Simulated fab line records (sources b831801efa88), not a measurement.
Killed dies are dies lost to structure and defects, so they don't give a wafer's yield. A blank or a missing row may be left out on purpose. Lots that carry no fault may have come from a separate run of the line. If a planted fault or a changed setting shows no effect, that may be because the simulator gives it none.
Matching of chambers ; flow sky130 ; SKY_VIA2_ETCH_15 on rie-diel-04: 4 sister chambers
The step etches SiO2 in C4F8/O2/Ar, stops on TiN, target depth 546 nm, time 84 s. 4 wafers are shown with their chamber, then 8 later ones without.

== WAFERS WITH THEIR CHAMBER ==
wafer;chamber;oes-product-au (a.u.)
L087.5;2;0.933
L089.3;0;0.940
L089.4;1;0.943
L092.1;3;0.936

== WAFERS WITHOUT THEIR CHAMBER ==
wafer;oes-product-au (a.u.)
L092.2;0.938
L092.4;0.939
L093.2;0.933
L093.3;0.944
L093.5;0.938
L097.3;0.934
L097.4;0.941
L097.5;0.944

== EACH ONE'S CHAMBER ==
wafer;from the rows above;in truth
L092.2;can't be placed: 3 or 0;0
L092.4;can't be placed: 0 or 3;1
L093.2;2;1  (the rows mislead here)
L093.3;1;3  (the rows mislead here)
L093.5;can't be placed: 3 or 0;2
L097.3;can't be placed: 2 or 3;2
L097.4;can't be placed: 0 or 1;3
L097.5;1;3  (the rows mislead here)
Correctly placed: 0 of 8. Not placeable from these rows: 5 (in 2, the candidates include the true chamber). Placed wrongly: 3.
How it was worked out, from the rows above alone: a wafer's distance from a chamber is the root of the sum, over the readings, of the square of ((its reading less the chamber's mean) divided by the reading's scatter). If the next closest chamber is less than 2 further off than the closest, the wafer can't be placed; otherwise it belongs to the closest. A chamber's mean is the mean of its shown wafers. The scatter: root of mean squared gap, hidden wafer to nearest shown wafer, with one shown wafer a chamber.
